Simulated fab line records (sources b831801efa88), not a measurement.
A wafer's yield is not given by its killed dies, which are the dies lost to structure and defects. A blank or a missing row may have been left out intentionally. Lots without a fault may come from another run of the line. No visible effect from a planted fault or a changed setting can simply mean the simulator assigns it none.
What tool caused it?	flow sky130	Sampling: 10 lots, 30 wafers, 6 of 708 route steps

WHAT THE GAUGES SHOWED, per wafer
SKY_CAPM_THK_MEAS_01. Usual: CAPM_CVD_00_THK 15.56 nm, standard deviation 0.24.
lot	measured	on	CAPM_CVD_00_THK (nm)	flag
L291	day 37 12:59	film_metro-02	15.39 15.91 15.90	
L293	day 38 02:29	film_metro-01	15.18 15.56 15.59	
L295	day 38 07:18	film_metro-01	15.19 15.37 15.75	
L298	day 39 15:14	film_metro-01	15.48 15.76 15.50	
L299	day 39 15:58	film_metro-03	15.67 15.63 15.91	
L302	day 40 04:40	film_metro-03	15.31 15.76 15.58	
L305	day 41 19:34	film_metro-02	15.74 15.90 15.69	
L310	day 42 14:09	film_metro-02	15.18 15.07 15.64	
L309	day 42 14:43	film_metro-02	15.42 15.19 15.47	
L311	day 43 04:48	film_metro-02	15.70 16.13 15.64	

SKY_VIA3_THK_MEAS_23: measures by xrf. Usual: VIA3_W_THK 393 nm, standard deviation 4.6.
lot	measured	on	VIA3_W_THK (nm)	flag
L291	day 40 20:01	film_metro-03	397 398 394	
L293	day 41 09:44	film_metro-04	387 386 385	
L295	day 41 12:09	film_metro-02	402 396 397	
L298	day 42 18:56	film_metro-02	393 395 401	
L299	day 42 19:50	film_metro-03	399 400 409	
L302	day 43 06:16	film_metro-02	395 392 397	
L305	day 44 20:44	film_metro-04	391 394 388	
L310	day 45 13:08	film_metro-04	393 396 401	
L309	day 45 13:11	film_metro-02	392 388 392	
L311	day 46 01:22	film_metro-04	390 392 389	

SKY_CAP2M_RS_MEAS_03: a four-point-probe measurement. Usual: CAP2M_TIN_RS 6.94 ohm/sq, standard deviation 0.072.
lot	measured	on	CAP2M_TIN_RS (ohm/sq)	flag
L291	day 40 20:43	film_metro-01	6.86 6.87 6.88	
L293	day 41 10:27	film_metro-04	6.92 7.00 6.94	
L295	day 41 12:52	film_metro-02	6.99 7.01 7.08	
L298	day 42 19:38	film_metro-01	6.04 6.82 6.95	OFF
L299	day 42 20:34	film_metro-01	6.90 6.90 6.05	OFF
L302	day 43 06:59	film_metro-02	7.01 6.95 7.03	
L305	day 44 21:29	film_metro-04	6.93 6.88 6.93	
L310	day 45 13:50	film_metro-02	6.89 6.86 6.77	
L309	day 45 13:53	film_metro-01	7.10 6.93 6.96	
L311	day 46 02:04	film_metro-04	6.93 6.98 6.90	

SKY_CAP2M_THK_MEAS_04: measures by xrf. Usual: CAP2M_TIN_THK 200.8 nm, standard deviation 2.4.
lot	measured	on	CAP2M_TIN_THK (nm)	flag
L291	day 40 20:50	film_metro-01	203.8 202.5 202.7	
L293	day 41 10:34	film_metro-04	201.5 198.7 200.8	
L295	day 41 12:59	film_metro-02	199.6 198.6 197.1	
L298	day 42 19:46	film_metro-01	230.5 205.5 201.3	OFF
L299	day 42 20:39	film_metro-01	202.1 202.5 230.8	OFF
L302	day 43 07:05	film_metro-02	198.4 200.5 198.6	
L305	day 44 21:35	film_metro-04	200.1 200.3 198.7	
L310	day 45 13:58	film_metro-02	201.0 202.2 206.1	
L309	day 45 14:01	film_metro-01	196.5 201.0 199.6	
L311	day 46 02:11	film_metro-04	201.4 199.3 201.9	

WHICH TOOL RAN EACH LOT (tool, then ch and the chambers of the sampled wafers, then the start)
lot	SKY_METAL3_SPUTTER_03	SKY_CAP2M_SPUTTER_02
L291	pvd_sputter-02, day 37 12:54	pvd_sputter-01, day 40 20:37
L293	pvd_sputter-03, day 38 02:23	pvd_sputter-02, day 41 10:19
L295	pvd_sputter-02, day 38 07:12	pvd_sputter-02, day 41 12:44
L298	pvd_sputter-02, day 39 15:09	pvd_sputter-02, day 42 19:32
L299	pvd_sputter-02, day 39 15:50	pvd_sputter-02, day 42 20:23
L302	pvd_sputter-03, day 40 04:34	pvd_sputter-01, day 43 06:50
L305	pvd_sputter-02, day 41 19:27	pvd_sputter-03, day 44 21:19
L310	pvd_sputter-03, day 42 14:04	pvd_sputter-01, day 45 13:44
L309	pvd_sputter-02, day 42 14:38	pvd_sputter-03, day 45 13:47
L311	pvd_sputter-02, day 43 04:42	pvd_sputter-02, day 46 01:56
- SKY_METAL3_SPUTTER_03: material Ti, target thk 5 nm, time 3.3 s.
- SKY_CAP2M_SPUTTER_02: material TiN, target thk 200 nm, time 166.7 s.

AS READ BY THE TOOLS THEMSELVES (means over the sampled wafers that have a number; for cases with no such wafer, the mark the record gives instead)
SKY_METAL3_SPUTTER_03. Usual: cathode_dc_power_W 3000.0 W, standard deviation 0.56; throttle_valve_pct 30.1 %, standard deviation 1.5.
lot	tool	cathode_dc_power_W (W)	throttle_valve_pct (%)	flag
L291	pvd_sputter-02	2999.8	28.9	
L293	pvd_sputter-03	3000.0	30.7	
L295	pvd_sputter-02	3000.1	29.5	
L298	pvd_sputter-02	3000.1	29.0	
L299	pvd_sputter-02	2999.6	29.0	
L302	pvd_sputter-03	3000.1	31.3	
L305	pvd_sputter-02	2999.6	28.9	
L310	pvd_sputter-03	2999.8	29.8	
L309	pvd_sputter-02	3000.3	29.1	
L311	pvd_sputter-02	3000.4	28.9	

SKY_CAP2M_SPUTTER_02. Usual: cathode_dc_power_W 6499.9 W, standard deviation 1.2; throttle_valve_pct 30.6 %, standard deviation 1.4.
lot	tool	cathode_dc_power_W (W)	throttle_valve_pct (%)	flag
L291	pvd_sputter-01	6499.2	32.0	
L293	pvd_sputter-02	6500.2	28.8	
L295	pvd_sputter-02	6499.4	28.5	
L298	pvd_sputter-02	6817.0	29.6	OFF
L299	pvd_sputter-02	6817.1	29.6	OFF
L302	pvd_sputter-01	6499.5	31.1	
L305	pvd_sputter-03	6499.9	31.3	
L310	pvd_sputter-01	6501.8	30.4	
L309	pvd_sputter-03	6499.9	30.9	
L311	pvd_sputter-02	6500.2	29.8	

THE ANSWER, worked out from the rows above alone
Rule: a lot counts as off when the mean over its wafers that have a number is more than 3 standard deviations away from the usual mean. Also off: a lot with no number at a reading for which 4 or more lots have one. All remaining lots with rows at the step are treated as sound. Order of review: gauges by route order, followed by the tools' own readings, for which a lot's mean as printed above is used. At the first step where some lot is off, the reading lying furthest off is the one used; lots without a number count as furthest.
Off: L298, L299, at SKY_CAP2M_RS_MEAS_03 (CAP2M_TIN_RS).
If a tool, at a process step before that reading, ran all the lots that are off and no sound lot after the first of them, it fits. The gauges at SKY_CAP2M_RS_MEAS_03 aren't tried: what is off there is off at SKY_CAP2M_SPUTTER_02 too, on other tools, and a gauge's error can't cause that. Of those tried, none fits.

WHAT HAD BEEN PUT IN BY THE SIMULATOR
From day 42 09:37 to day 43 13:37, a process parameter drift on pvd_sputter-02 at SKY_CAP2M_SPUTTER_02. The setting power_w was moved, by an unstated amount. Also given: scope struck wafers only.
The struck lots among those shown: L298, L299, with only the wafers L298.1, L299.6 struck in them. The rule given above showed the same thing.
